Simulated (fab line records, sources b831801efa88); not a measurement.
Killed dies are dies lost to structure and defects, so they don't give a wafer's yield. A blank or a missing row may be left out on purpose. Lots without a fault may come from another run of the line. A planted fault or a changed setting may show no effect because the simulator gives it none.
Which tool did it? | flow gf180mcu | 13 lots, 39 wafers sampled, at 4 steps of a route of 602

WHAT THE GAUGES READ, wafer by wafer
GF_VT_IMPLANT_RS_MEAS_46: measures by four-point-probe.
lot  | measured     | on            | MVSD_RS (ohm/sq)
L639 | day 7 14:28  | film_metro-04 | 456.2 456.0 455.3
L640 | day 7 20:14  | film_metro-01 | 459.2 457.3 458.7
L643 | day 8 14:43  | film_metro-02 | 457.6 458.2 459.2
L647 | day 9 16:33  | film_metro-04 | 457.9 455.3 454.4
L648 | day 10 00:16 | film_metro-01 | 456.5 457.9 456.1
L652 | day 11 07:41 | film_metro-01 | 457.2 458.0 459.7
L655 | day 11 23:47 | film_metro-01 | 459.4 458.5 458.5
L657 | day 12 10:46 | film_metro-04 | 456.7 456.9 456.1
L658 | day 12 23:35 | film_metro-04 | 457.8 456.8 457.4
L659 | day 13 05:31 | film_metro-01 | 455.9 456.2 455.5
L660 | day 13 12:31 | film_metro-02 | 456.4 456.7 455.0
L661 | day 13 16:41 | film_metro-02 | 456.8 455.7 457.1
L662 | day 14 00:05 | film_metro-04 | 460.3 458.1 458.3

GF_VT_IMPLANT_RS_MEAS_48: measures by four-point-probe.
lot  | measured     | on            | LVPWELL_RS (ohm/sq)
L639 | day 7 14:43  | film_metro-04 | 1195 1194 1193
L640 | day 7 20:29  | film_metro-01 | 1197 1197 1202
L643 | day 8 14:58  | film_metro-02 | 1195 1193 1198
L647 | day 9 16:47  | film_metro-04 | 1235 1238 1237
L648 | day 10 00:31 | film_metro-01 | 1243 1246 1241
L652 | day 11 07:56 | film_metro-01 | 1204 1198 1202
L655 | day 12 00:02 | film_metro-01 | 1204 1203 1201
L657 | day 12 11:01 | film_metro-04 | 1200 1200 1201
L658 | day 12 23:50 | film_metro-04 | 1200 1202 1198
L659 | day 13 05:46 | film_metro-01 | 1196 1195 1195
L660 | day 13 12:46 | film_metro-02 | 1194 1194 1195
L661 | day 13 16:56 | film_metro-02 | 1194 1191 1195
L662 | day 14 00:19 | film_metro-04 | 1196 1198 1198

GF_VT_IMPLANT_RS_MEAS_49: measures by four-point-probe.
lot  | measured     | on            | MVPSD_RS (ohm/sq)
L639 | day 7 14:50  | film_metro-04 | 1171 1169 1169
L640 | day 7 20:36  | film_metro-01 | 1167 1169 1169
L643 | day 8 15:05  | film_metro-02 | 1165 1170 1166
L647 | day 9 16:55  | film_metro-04 | 1170 1166 1169
L648 | day 10 00:38 | film_metro-01 | 1176 1175 1169
L652 | day 11 08:03 | film_metro-01 | 1173 1172 1174
L655 | day 12 00:09 | film_metro-01 | 1173 1170 1174
L657 | day 12 11:08 | film_metro-04 | 1166 1168 1166
L658 | day 12 23:57 | film_metro-04 | 1169 1166 1171
L659 | day 13 05:53 | film_metro-01 | 1167 1168 1166
L660 | day 13 12:53 | film_metro-02 | 1171 1168 1169
L661 | day 13 17:03 | film_metro-02 | 1167 1171 1171
L662 | day 14 00:26 | film_metro-04 | 1174 1172 1172

WHICH TOOL RAN EACH LOT (tool, then ch and the chambers of the sampled wafers, then the start)
lot  | GF_LVPWELL_IMPLANT_09
L639 | implanter-04 ch 0, day 3 22:44
L640 | implanter-04 ch 0, day 4 03:27
L643 | implanter-02 ch 0, day 4 18:41
L647 | implanter-04 ch 0, day 5 16:38
L648 | implanter-04 ch 0, day 5 22:34
L652 | implanter-02 ch 0, day 7 01:02
L655 | implanter-03 ch 0, day 7 14:49
L657 | implanter-03 ch 0, day 8 01:20
L658 | implanter-04 ch 0, day 8 11:17
L659 | implanter-03 ch 0, day 8 16:04
L660 | implanter-03 ch 0, day 8 20:04
L661 | implanter-02 ch 0, day 9 01:23
L662 | implanter-03 ch 0, day 9 07:23
- GF_LVPWELL_IMPLANT_09

WHAT THE TOOLS THEMSELVES READ (means of the sampled wafers that have a number; where no wafer has one, the mark that the record gives instead)
GF_LVPWELL_IMPLANT_09.
lot  | tool         | dose_ions_cm2 | faraday_current_uA
L639 | implanter-04 | 5.001e+12     | 28.3
L640 | implanter-04 | 4.997e+12     | 28.3
L643 | implanter-02 | 5.001e+12     | 27.9
L647 | implanter-04 | 4.125e+12     | 22.9
L648 | implanter-04 | 4.130e+12     | 23.1
L652 | implanter-02 | 4.996e+12     | 28.0
L655 | implanter-03 | 5.008e+12     | 27.9
L657 | implanter-03 | 5.003e+12     | 28.3
L658 | implanter-04 | 5.001e+12     | 28.6
L659 | implanter-03 | 5.002e+12     | 28.3
L660 | implanter-03 | 5.001e+12     | 28.2
L661 | implanter-02 | 4.997e+12     | 28.4
L662 | implanter-03 | 5.005e+12     | 28.0

THE ANSWER, worked out from the rows above alone
Rule: what is usual is taken from the lots themselves. Put in order of their means at a reading, lots are off if they are a third of the lots or fewer, leave a main group of 4 or more, and stand apart from it by a gap of 3 or more times the standard deviation of the main group's means; of several such gaps the widest counts. A main group whose means are all the same, to the digits that the tables above print for the reading, isn't used. A lot without any number at a reading at which 4 lots or more have one is off too. The other lots that the step has rows for count as sound. The gauges are gone through in route order, then the tools' own readings, and for those a lot's mean is taken as printed above. The first step at which some lot is off is used, and at that step the reading that is off furthest; a lot without a number counts as furthest.
Off: L647, L648, at GF_VT_IMPLANT_RS_MEAS_48 (LVPWELL_RS). The main group: mean 1198 ohm/sq, standard deviation 3.1.
A tool fits if, at a process step before that reading, it ran every lot that is off, and no sound lot after the first of them. The gauges at GF_VT_IMPLANT_RS_MEAS_48 aren't tried: what is off there is off at GF_LVPWELL_IMPLANT_09 too, on other tools, and a gauge's error can't cause that. None of those tried fits.

WHAT THE SIMULATOR HAD PUT IN
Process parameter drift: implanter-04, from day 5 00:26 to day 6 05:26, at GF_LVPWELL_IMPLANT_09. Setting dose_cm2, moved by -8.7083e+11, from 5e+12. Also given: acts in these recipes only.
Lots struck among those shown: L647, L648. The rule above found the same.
